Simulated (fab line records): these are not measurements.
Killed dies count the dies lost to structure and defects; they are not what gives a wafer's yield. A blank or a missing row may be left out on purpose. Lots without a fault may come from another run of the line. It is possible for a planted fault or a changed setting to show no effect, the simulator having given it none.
Struck lot and sound lot, side by side | flow sky130 | 16 out of 708 route steps
Sound: wafers L221.2, L221.3, L221.4. Struck: wafers L214.1, L214.2, L214.3. The cause is named last.
Order at every step that has rows: each side's tool, ch and its chambers, its first start. Under that, the readings that differ: sound wafers | struck wafers | difference of the means | sigmas: that difference in standard deviations of wafers without a fault.
alike: readings with means less than 2 such deviations apart, plus words and numbers identical on both sides. not compared: withheld readings, readings lacking a value on some wafer, bounds such as >300 that could conceal the same value, and numbers that have no deviation in the record and whose values overlap.
A row with sigmas, a row that says differs or no value, or rows on one side alone: a step with any of these is where the two part. When numbers do not overlap yet have no deviation, they are printed without sigmas and do not part them. Lack of a reading on every wafer of one side parts them only where that side has two or more wafers.

first, 7 steps without rows for these wafers: SKY_METAL4_HMDS_06 (prime time 60 s); SKY_METAL4_COAT_07 (resist thk 60 nm); SKY_METAL4_COAT_08 (resist thk 1140 nm); SKY_METAL4_SOFTBAKE_09 (time 90 s); SKY_METAL4_EXPOSE_10 (exposes mask MM4, target cd 300 nm); SKY_METAL4_PEB_11; SKY_METAL4_DEVELOP_12 (develop time 60 s).
SKY_METAL4_CD_MEAS_13 targets a cd of 300 nm.
  sound on cd sem-01 at day 47 01:54; struck on cd sem-02 at day 44 05:43
  alike: cd nm
SKY_METAL4_OVL_MEAS_14:
  sound on overlay-02 at day 47 02:00; struck on overlay-02 at day 44 05:50
  alike: METAL4_OVL
SKY_METAL4_DESCUM_15: chemistry O2, time 8 s.
  sound on rie metal-04 ch 0,1, day 47 02:02; struck on rie metal-03 ch 0,1, day 44 05:53
  alike: drypump motor current A, he backside leak sccm, oes product au, rf fwd power W
  not compared: rf hours counter h
SKY_METAL4_ETCH_16: etches BARC in N2/H2, stops on SiO2, time 88.2 s, target depth 60 nm.
  sound on rie metal-04 ch 0,1, day 47 02:04; struck on rie metal-03 ch 0,1, day 44 05:55
  alike: drypump motor current A, he backside leak sccm, oes product au, rf fwd power W, throttle valve pct
  not compared: rf hours counter h
SKY_METAL4_ETCH_17: etches SiO2 in C4F8/O2/Ar, stops on TiN, time 3.9 s, target depth 15 nm.
  sound on rie diel-02 ch 1,2,3, day 47 02:10; struck on rie diel-02 ch 1,2,3, day 44 06:01
  alike: oes product au, rf fwd power W
  not compared: rf hours counter h
SKY_METAL4_METAL_ETCH_18: etches the open film in Cl2/BCl3, stops on SiO2, target depth 845 nm, time 183.1 s.
  sound on rie metal-03 ch 0,1, day 47 02:11; struck on rie metal-02 ch 0,1, day 44 06:02
  reading                                       | sound             | struck            | difference | sigmas
  rf fwd power W (W)                            | 896.0 893.7 896.8 | 748.5 752.0 752.1 | -144.6     | -50
  model.KrF-thick_of_METAL4_COAT_08.thk nm (nm) | 526.9 522.1 530.2 | 602.5 598.4 598.3 | +73.3      |
  model.METAL4.cd nm (nm)                       | 302.5 304.5 304.6 | 326.1 306.9 309.9 | +10.4      |
  alike: drypump motor current A, he backside leak sccm, oes product au, throttle valve pct
  not compared: rf hours counter h, model.SiO2_of_VIA3_HDPCVD_00.thk nm
SKY_METAL4_STRIP_19: strips in O2/N2.
  sound on plasma asher-01 ch 0,1, day 47 02:22; struck on plasma asher-04 ch 0,1, day 44 06:13
  reading                      | sound             | struck            | difference | sigmas
  oes product au (a.u.)        | 0.497 0.508 0.510 | 0.537 0.531 0.534 | +0.029     | +5
  strip time to endpoint s (s) | 6.53 6.48 6.58    | 7.27 7.25 7.26    | +0.73      | +10
  alike: drypump motor current A, o2 flow sccm
  not compared: rf hours counter h
then, 1 step without rows for these wafers: SKY_METAL4_STRIP_20 (strips in post etch residue remover, time 1200 s).
-- the record jumps here: 4 days lie between the struck wafers' starts before and after (it left off in module METAL4 and takes up again in module PAD_OPEN, whose first step shown is number 708 of the route) --
SKY_PAD_OPEN_PROBE_99:
  sound on prober-01 at day 50 09:10; struck on prober-02 at day 47 22:47
  reading                        | sound             | struck            | difference | sigmas
  model.etest.met4.width nm (nm) | 301.5 301.5 304.6 | 324.4 306.6 309.1 | +10.8      |
  alike: defect limited yield, killed_at_M0_to_M3, killed_at_M4_up, killed at contacts, killed at front end, killed at other, killed dies, killed on rim, killed open, killed short, sort_bin_3_pad_short, sort_bin_5_function, sort_bin_6_memory, sort n pass, sort yield pct

== WHERE THEY PART ==
Last at SKY_METAL4_STRIP_19 as far as this record goes, first at SKY_METAL4_METAL_ETCH_18. Later steps at which nothing parts them and some readings are alike: SKY_PAD_OPEN_PROBE_99.

WHY: what the simulator had put in
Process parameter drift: rie metal-02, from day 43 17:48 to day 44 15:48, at SKY_METAL4_METAL_ETCH_18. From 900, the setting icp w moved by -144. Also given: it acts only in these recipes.
